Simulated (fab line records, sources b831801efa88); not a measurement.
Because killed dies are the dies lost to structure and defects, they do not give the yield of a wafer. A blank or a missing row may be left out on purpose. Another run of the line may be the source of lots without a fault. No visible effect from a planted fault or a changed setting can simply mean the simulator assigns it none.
What tool caused it? -- flow sky130 -- 36 wafers from 12 lots sampled at 4 of the route's 708 steps

== WHAT EACH GAUGE READ, for each wafer ==
SKY_VIA1_CD_MEAS_12: the cd target is 150 nm. Usual: cd nm reads 150.2 nm (standard deviation 1.8).
lot,measured,on,cd nm (nm),flag
L903,day 33 23:53,cd sem-02,148.7 149.2 149.1,
L905,day 34 12:06,cd sem-02,150.4 151.8 151.4,
L910,day 36 17:38,cd sem-01,150.8 149.6 146.6,
L911,day 37 03:27,cd sem-01,149.7 148.8 149.6,
L913,day 37 12:37,cd sem-01,150.4 150.6 149.5,
L916,day 38 09:11,cd sem-02,152.5 151.9 151.0,
L915,day 38 09:35,cd sem-01,151.3 154.0 150.8,
L918,day 38 19:22,cd sem-02,149.9 149.8 150.2,
L919,day 39 00:42,cd sem-01,150.4 150.1 151.1,
L922,day 39 18:40,cd sem-02,148.0 147.8 146.5,
L923,day 40 10:23,cd sem-02,150.7 149.3 148.9,
L924,day 40 15:20,cd sem-02,148.5 148.3 147.1,

== TOOL THAT RAN EACH LOT (tool first, then ch and the chambers of the sampled wafers, then the start) ==
lot,SKY_METAL1_SPUTTER_03,SKY_METAL1_DESCUM_17,SKY_VIA1_SOFTBAKE_08
L903,"pvd sputter-01, day 31 16:15","rie metal-04 ch 0,1, day 32 19:34","litho track-04 ch 0, day 33 10:00"
L905,"pvd sputter-04, day 32 05:29","rie metal-02 ch 0, day 33 08:22","litho track-03 ch 0, day 33 22:00"
L910,"pvd sputter-01, day 34 11:31","rie metal-04 ch 0, day 35 14:11","litho track-02 ch 0, day 36 05:00"
L911,"pvd sputter-04, day 34 22:42","rie metal-02 ch 0,1, day 36 00:41","litho track-03 ch 0, day 36 13:00"
L913,"pvd sputter-04, day 35 07:22","rie metal-04 ch 0,1, day 36 09:23","litho track-02 ch 0, day 37 00:00"
L916,"pvd sputter-01, day 36 03:58","rie metal-04 ch 0,1, day 37 06:05","litho track-04 ch 0, day 37 19:00"
L915,"pvd sputter-02, day 36 04:17","rie metal-03 ch 0,1, day 37 06:33","litho track-03 ch 0, day 37 20:00"
L918,"pvd sputter-01, day 36 14:28","rie metal-04 ch 0,1, day 37 16:25","litho track-04 ch 0, day 38 07:00"
L919,"pvd sputter-02, day 36 20:36","rie metal-02 ch 0,1, day 37 22:38","litho track-04 ch 0, day 38 12:00"
L922,"pvd sputter-01, day 37 15:11","rie metal-03 ch 1, day 38 17:08","litho track-02 ch 0, day 39 07:00"
L923,"pvd sputter-04, day 38 07:01","rie metal-02 ch 0,1, day 39 08:08","litho track-02 ch 0, day 39 21:00"
L924,"pvd sputter-01, day 38 13:19","rie metal-02 ch 1, day 39 13:58","litho track-02 ch 0, day 40 03:00"
- SKY_METAL1_SPUTTER_03: material Ti, target thk 5 nm, time 3.3 s.
- SKY_METAL1_DESCUM_17: chemistry O2, time 8 s.
- SKY_VIA1_SOFTBAKE_08: time 90 s.

== AS READ BY THE TOOLS THEMSELVES (means over the sampled wafers that have a number; for cases with no such wafer, the mark the record gives instead) ==
SKY_METAL1_SPUTTER_03. Usual: throttle valve pct reads 29.8 % (standard deviation 1).
lot,tool,throttle valve pct (%),flag
L903,pvd sputter-01,30.2,
L905,pvd sputter-04,28.9,
L910,pvd sputter-01,29.8,
L911,pvd sputter-04,28.6,
L913,pvd sputter-04,28.9,
L916,pvd sputter-01,30.1,
L915,pvd sputter-02,30.0,
L918,pvd sputter-01,30.2,
L919,pvd sputter-02,29.8,
L922,pvd sputter-01,30.2,
L923,pvd sputter-04,28.0,
L924,pvd sputter-01,30.3,

SKY_METAL1_DESCUM_17. Usual: drypump motor current A 5.69 A, standard deviation 0.27; oes product au 0.993 a.u., standard deviation 0.01.
lot,tool,drypump motor current A (A),oes product au (a.u.),flag
L903,rie metal-04,5.57,0.997,
L905,rie metal-02,5.77,0.992,
L910,rie metal-04,5.18,0.988,
L911,rie metal-02,5.87,0.993,
L913,rie metal-04,5.38,0.991,
L916,rie metal-04,5.38,0.999,
L915,rie metal-03,5.79,0.976,
L918,rie metal-04,5.57,1.005,
L919,rie metal-02,5.80,0.996,
L922,rie metal-03,5.70,0.980,
L923,rie metal-02,5.89,0.992,
L924,rie metal-02,5.93,0.996,

SKY_VIA1_SOFTBAKE_08. Usual: heater power total W 57.35 W, standard deviation 0.11; resist line temp C 23.00 C, standard deviation 0.11; run length s 119.27 s, standard deviation 0.16.
lot,tool,heater power total W (W),resist line temp C (C),run length s (s),flag
L903,litho track-04,57.37,22.92,119.44,
L905,litho track-03,57.37,22.95,119.03,
L910,litho track-02,61.72,23.03,101.55,OFF
L911,litho track-03,57.34,22.98,119.15,
L913,litho track-02,61.71,23.08,101.43,OFF
L916,litho track-04,57.32,22.98,119.37,
L915,litho track-03,57.31,23.03,119.03,
L918,litho track-04,57.38,23.08,119.38,
L919,litho track-04,57.34,23.02,119.40,
L922,litho track-02,57.25,23.03,119.19,
L923,litho track-02,57.26,22.93,119.33,
L924,litho track-02,57.30,22.76,119.25,

== THE ANSWER, worked out from the rows above alone ==
Rule: a lot counts as off when the mean over its wafers that have a number is more than 3 standard deviations away from the usual mean. Also off: a lot with no number at a reading for which 4 or more lots have one. Where the step has rows for the other lots, those lots are counted as sound. The gauges are gone through in route order, then the tools' own readings, and for those a lot's mean is taken as printed above. The first step at which some lot is off is used, and at that step the reading that is off furthest; a lot without a number counts as furthest.
Off: L910, L913, at SKY_VIA1_SOFTBAKE_08 (run length s).
If a tool, at that step or one of the process steps before it, ran each lot that is off and ran no sound lot following the first of them, it fits. None of those tried fits.

== WHAT HAD BEEN PUT IN BY THE SIMULATOR ==
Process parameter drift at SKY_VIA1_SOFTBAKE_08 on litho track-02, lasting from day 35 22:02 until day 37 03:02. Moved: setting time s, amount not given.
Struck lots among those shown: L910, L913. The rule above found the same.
